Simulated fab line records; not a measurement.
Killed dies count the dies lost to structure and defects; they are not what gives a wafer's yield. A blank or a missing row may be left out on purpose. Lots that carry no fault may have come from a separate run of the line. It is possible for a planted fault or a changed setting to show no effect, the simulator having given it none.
Which of the tools did it? | flow gf180mcu | Sampling: 10 lots, 30 wafers, 6 of 602 route steps

## WHAT THE GAUGES READ, wafer by wafer
GF_SALICIDE_RS_MEAS_04: uses a four-point probe to measure. Usual: SALICIDE_TIN_RS 16.5 ohm/sq, standard deviation 0.43.
lot  | measured     | on           | SALICIDE_TIN_RS (ohm/sq) | flag
L817 | day 15 20:37 | filmMetro-02 | 16.6 16.1 16.6           | 
L818 | day 16 03:59 | filmMetro-04 | 16.5 16.4 16.6           | 
L819 | day 16 11:01 | filmMetro-02 | 16.6 16.7 15.8           | 
L820 | day 16 21:22 | filmMetro-02 | 16.2 16.7 16.9           | 
L826 | day 19 00:59 | filmMetro-01 | 16.1 16.8 16.8           | 
L830 | day 20 17:42 | filmMetro-02 | 16.9 16.2 16.4           | 
L834 | day 21 22:33 | filmMetro-01 | 16.2 17.0 16.9           | 
L835 | day 22 07:33 | filmMetro-01 | 16.1 15.8 16.4           | 
L837 | day 22 21:28 | filmMetro-02 | 15.9 15.6 15.9           | 
L838 | day 23 10:03 | filmMetro-04 | 15.9 16.7 16.2           | 

GF_CONTACT_THK_MEAS_26: measures by xrf. Usual: CONTACT_W_THK 299 nm, standard deviation 5.1.
lot  | measured     | on           | CONTACT_W_THK (nm) | flag
L817 | day 16 20:25 | filmMetro-01 | 295 295 296        | 
L818 | day 17 05:45 | filmMetro-03 | 291 293 296        | 
L819 | day 17 12:26 | filmMetro-04 | 301 296 296        | 
L820 | day 17 22:31 | filmMetro-04 | 300 296 300        | 
L826 | day 20 03:34 | filmMetro-01 | 295 297 303        | 
L830 | day 21 19:37 | filmMetro-04 | 299 304 295        | 
L834 | day 22 22:27 | filmMetro-01 | 302 299 301        | 
L835 | day 23 08:14 | filmMetro-04 | 300 304 307        | 
L837 | day 23 21:36 | filmMetro-03 | 302 297 296        | 
L838 | day 24 10:06 | filmMetro-01 | 304 307 306        | 

GF_M1_RS_MEAS_05: uses a four-point probe to measure. Usual: M1_ALCU_RS 0.0698 ohm/sq, standard deviation 0.00092.
lot  | measured     | on           | M1_ALCU_RS (ohm/sq)                       | flag
L817 | day 16 21:00 | filmMetro-04 | 0.0704 0.0721 0.0714                      | 
L818 | day 17 06:20 | filmMetro-02 | 0.0692 0.0704 0.0698                      | 
L819 | day 17 13:01 | filmMetro-04 | 0.1031 0.0704 0.1047 0.1027 0.0703 0.1047 | OFF
L820 | day 17 23:06 | filmMetro-04 | 0.0703 0.1056 0.0701 0.0702 0.1053 0.0701 | OFF
L826 | day 20 04:10 | filmMetro-02 | 0.0704 0.0701 0.0705                      | 
L830 | day 21 20:12 | filmMetro-02 | 0.0700 0.0704 0.0705                      | 
L834 | day 22 23:02 | filmMetro-02 | 0.0700 0.0679 0.0702                      | 
L835 | day 23 08:49 | filmMetro-04 | 0.0689 0.0684 0.0694                      | 
L837 | day 23 22:13 | filmMetro-02 | 0.0704 0.0685 0.0697                      | 
L838 | day 24 10:41 | filmMetro-04 | 0.0705 0.0700 0.0687                      | 

GF_M1_THK_MEAS_06: measures by xrf. Usual: M1_ALCU_THK 448 nm, standard deviation 6.4.
lot  | measured     | on           | M1_ALCU_THK (nm)        | flag
L817 | day 16 21:07 | filmMetro-04 | 440 432 436             | 
L818 | day 17 06:27 | filmMetro-02 | 450 443 446             | 
L819 | day 17 17:08 | filmMetro-04 | 302 440 299 304 444 296 | OFF
L820 | day 18 02:15 | filmMetro-04 | 443 296 444 440 297 444 | OFF
L826 | day 20 04:16 | filmMetro-02 | 446 446 444             | 
L830 | day 21 20:19 | filmMetro-02 | 446 442 443             | 
L834 | day 22 23:10 | filmMetro-02 | 450 463 449             | 
L835 | day 23 08:56 | filmMetro-04 | 455 458 451             | 
L837 | day 23 22:19 | filmMetro-02 | 445 455 447             | 
L838 | day 24 10:48 | filmMetro-04 | 445 448 457             | 

GF_M1_OVL_MEAS_15. Usual: M1_OVL -2 nm, standard deviation 5.
lot  | measured     | on         | M1_OVL (nm) | flag
L817 | day 17 20:10 | overlay-01 | 0 2 -2      | 
L818 | day 18 05:32 | overlay-01 | -6 -2 -4    | 
L819 | day 18 12:38 | overlay-02 | -7 -3 -7    | 
L820 | day 18 23:59 | overlay-02 | -1 2 1      | 
L826 | day 21 04:25 | overlay-02 | -8 -3 0     | 
L830 | day 22 19:19 | overlay-01 | -1 -3 -5    | 
L834 | day 23 21:58 | overlay-01 | 6 0 -7      | 
L835 | day 24 07:43 | overlay-01 | -8 -6 -6    | 
L837 | day 24 20:05 | overlay-02 | 11 6 4      | 
L838 | day 25 08:38 | overlay-01 | -9 -7 -10   | 

## TOOL THAT RAN EACH LOT (tool first, then ch and the chambers of the sampled wafers, then the start)
lot  | GF_M1_SPUTTER_02
L817 | pvdSputter-03, day 16 20:53
L818 | pvdSputter-03, day 17 06:14
L819 | pvdSputter-03, day 17 12:55
L820 | pvdSputter-03, day 17 22:59
L826 | pvdSputter-04, day 20 04:02
L830 | pvdSputter-03, day 21 20:07
L834 | pvdSputter-03, day 22 22:57
L835 | pvdSputter-04, day 23 08:44
L837 | pvdSputter-02, day 23 22:05
L838 | pvdSputter-04, day 24 10:35
- GF_M1_SPUTTER_02: material AlCu, target thk 450 nm, time 23.9 s.

## WHAT THE TOOLS THEMSELVES READ (means of the sampled wafers that have a number; where no wafer has one, the mark that the record gives instead)
GF_M1_SPUTTER_02. Usual: 30.0 % for throttleValvePct, sd 1.
lot  | tool          | throttleValvePct (%) | flag
L817 | pvdSputter-03 | 30.4                 | 
L818 | pvdSputter-03 | 30.3                 | 
L819 | pvdSputter-03 | 30.4                 | 
L820 | pvdSputter-03 | 29.9                 | 
L826 | pvdSputter-04 | 30.9                 | 
L830 | pvdSputter-03 | 30.1                 | 
L834 | pvdSputter-03 | 30.3                 | 
L835 | pvdSputter-04 | 29.6                 | 
L837 | pvdSputter-02 | 28.7                 | 
L838 | pvdSputter-04 | 30.7                 | 

## THE ANSWER, worked out from the rows above alone
Rule: take the mean of a lot's wafers that have a number; if it is more than 3 standard deviations from the usual mean, the lot is off. A lot without any number at a reading at which 4 lots or more have one is off too. All remaining lots with rows at the step are treated as sound. After the gauges, taken in route order, come the tools' own readings; for these a lot's mean is taken, as printed above. The first step at which some lot is off is used, and at that step the reading that is off furthest; a lot without a number counts as furthest.
Off: at GF_M1_RS_MEAS_05 (M1_ALCU_RS), L819, L820.
If a tool, at a process step before that reading, ran all the lots that are off and no sound lot after the first of them, it fits. Those tools and the gauges at GF_M1_RS_MEAS_05 are tried in the same way. Of those tried, none fits.

## WHAT THE SIMULATOR HAD PUT IN
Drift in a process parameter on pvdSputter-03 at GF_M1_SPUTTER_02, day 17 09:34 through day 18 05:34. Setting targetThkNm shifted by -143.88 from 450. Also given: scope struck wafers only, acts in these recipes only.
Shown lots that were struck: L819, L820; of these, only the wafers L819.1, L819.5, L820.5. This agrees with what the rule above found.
